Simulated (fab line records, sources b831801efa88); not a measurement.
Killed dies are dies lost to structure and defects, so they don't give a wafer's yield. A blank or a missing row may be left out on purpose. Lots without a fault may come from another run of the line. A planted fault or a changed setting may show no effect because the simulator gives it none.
A struck lot beside a sound one | flow gf180mcu | 20 steps out of a route of 602
Sound: wafers L954.1, L954.4, L954.5. Struck: wafers L963.3, L963.4, L963.5. The cause comes at the end.
At each step with rows: each side's tool, then ch and its chambers, then its first start. Under that, the readings that differ: sound wafers | struck wafers | difference of the means | sigmas: that difference in standard deviations of wafers without a fault.
alike: readings whose means differ by less than 2 such deviations, and words and numbers that are the same on both sides. not compared: withheld readings, readings that some wafer has no value for, bounds like >300 that may hide the same value, and numbers for which the record gives no deviation and whose values overlap.
The two part at a step that has a row with sigmas, a row that says differs or no value, or rows on one side only. Numbers that don't overlap but have no deviation are shown without sigmas and don't part them. A reading that every wafer of one side lacks parts them only if that side has two wafers or more.

first, 1 step without rows for these wafers: GF_LVPWELL_DEVELOP_06 (develop time 60 s).
GF_LVPWELL_OVL_MEAS_07:
  sound on overlay-01, day 4 02:11; struck on overlay-01, day 6 03:21
  alike: LVPWELL_OVL
then, 2 steps without rows for these wafers: GF_LVPWELL_IMPLANT_08; GF_LVPWELL_IMPLANT_09.
GF_LVPWELL_STRIP_10: strips in O2/N2.
  sound on plasma_asher-04 ch 1, day 4 02:31; struck on plasma_asher-02 ch 0,1, day 6 03:43
  reading                     | sound       | struck      | difference | sigmas
  drypump_motor_current_A (A) | 4.8 4.8 4.8 | 6.0 5.4 6.0 | +1.0       | +2
  alike: heater_power_w, oes_product_au, strip_time_to_endpoint_s
  not compared: rf_hours_counter_h
GF_LVPWELL_TW_MEAS_11:
  sound on film_metro-03, day 4 02:37; struck on film_metro-04, day 6 03:47
  alike: LVPWELL_TW
then, 6 steps without rows for these wafers: GF_MVSD_DEHYDRATE_00 (time 60 s); GF_MVSD_HMDS_01 (prime time 60 s); GF_MVSD_COAT_02 (resist thk 3000 nm); GF_MVSD_SOFTBAKE_03; GF_MVSD_EXPOSE_04 (exposes mask MVSD, target cd 1000 nm); GF_MVSD_PEB_05.
GF_MVSD_DEVELOP_06: develop time 60 s.
  sound on litho_track-02 ch 0, day 4 16:00; struck on litho_track-02 ch 0, day 6 18:00
GF_MVSD_OVL_MEAS_07:
  sound on overlay-01, day 4 16:25; struck on overlay-01, day 6 18:46
  reading       | sound         | struck | difference                    | sigmas
  MVSD_OVL (nm) | -1.1 0.2 -0.6 | - - -  | no value on the struck wafers |
then, 2 steps without rows for these wafers: GF_MVSD_IMPLANT_08; GF_MVSD_IMPLANT_09.
GF_MVSD_STRIP_10: strips in O2/N2.
  sound on plasma_asher-03 ch 1, day 4 16:44; struck on plasma_asher-03 ch 0,1, day 6 19:07
  alike: drypump_motor_current_A, heater_power_w, oes_product_au, strip_time_to_endpoint_s
  not compared: rf_hours_counter_h
GF_MVSD_TW_MEAS_11:
  sound on film_metro-02, day 4 16:50; struck on film_metro-04, day 6 19:13
  reading | sound          | struck         | difference | sigmas
  MVSD_TW | 1567 1570 1565 | 1528 1526 1517 | -44        | -3
then, 1 step without rows for these wafers: GF_MVPSD_DEHYDRATE_00 (time 60 s).
-- the record jumps here: 25 days lie between the struck wafers' starts before and after (it left off in module MVPSD and takes up again in module PASSIVATION, whose first step shown is number 602 of the route) --
GF_PASSIVATION_PROBE_99:
  sound on prober-01, day 29 10:02; struck on prober-02, day 31 22:28
  reading                                   | sound               | struck                        | difference | sigmas
  model.etest.n_drift.rs_ohm_sq             | 1196 1230 1284      | 1.666e+04 1.842e+04 1.551e+04 | +1.563e+04 |
  model.etest.ldnmos_10p0.r_on_ohm_um       | 3697 3735 3734      | 6385 6591 6142                | +2651      |
  model.etest.ldnmos_10p0.drive_ua_um       | 528.3 534.1 533.4   | 298.8 297.7 310.8             | -229.5     |
  model.etest.ldnmos_10p0.drive_ua_um_range | 8.001 6.826 9.484   | 4.427 2.133 4.733             | -4.339     |
  model.etest.ldnmos_10p0.off_log10_a_um    | -12.9 -13.05 -13.12 | -11.69 -11.68 -11.71          | +1.33      |

WHERE THEY PART
First at GF_LVPWELL_STRIP_10; last, within this record, at GF_MVSD_TW_MEAS_11.

WHY: what the simulator had put in
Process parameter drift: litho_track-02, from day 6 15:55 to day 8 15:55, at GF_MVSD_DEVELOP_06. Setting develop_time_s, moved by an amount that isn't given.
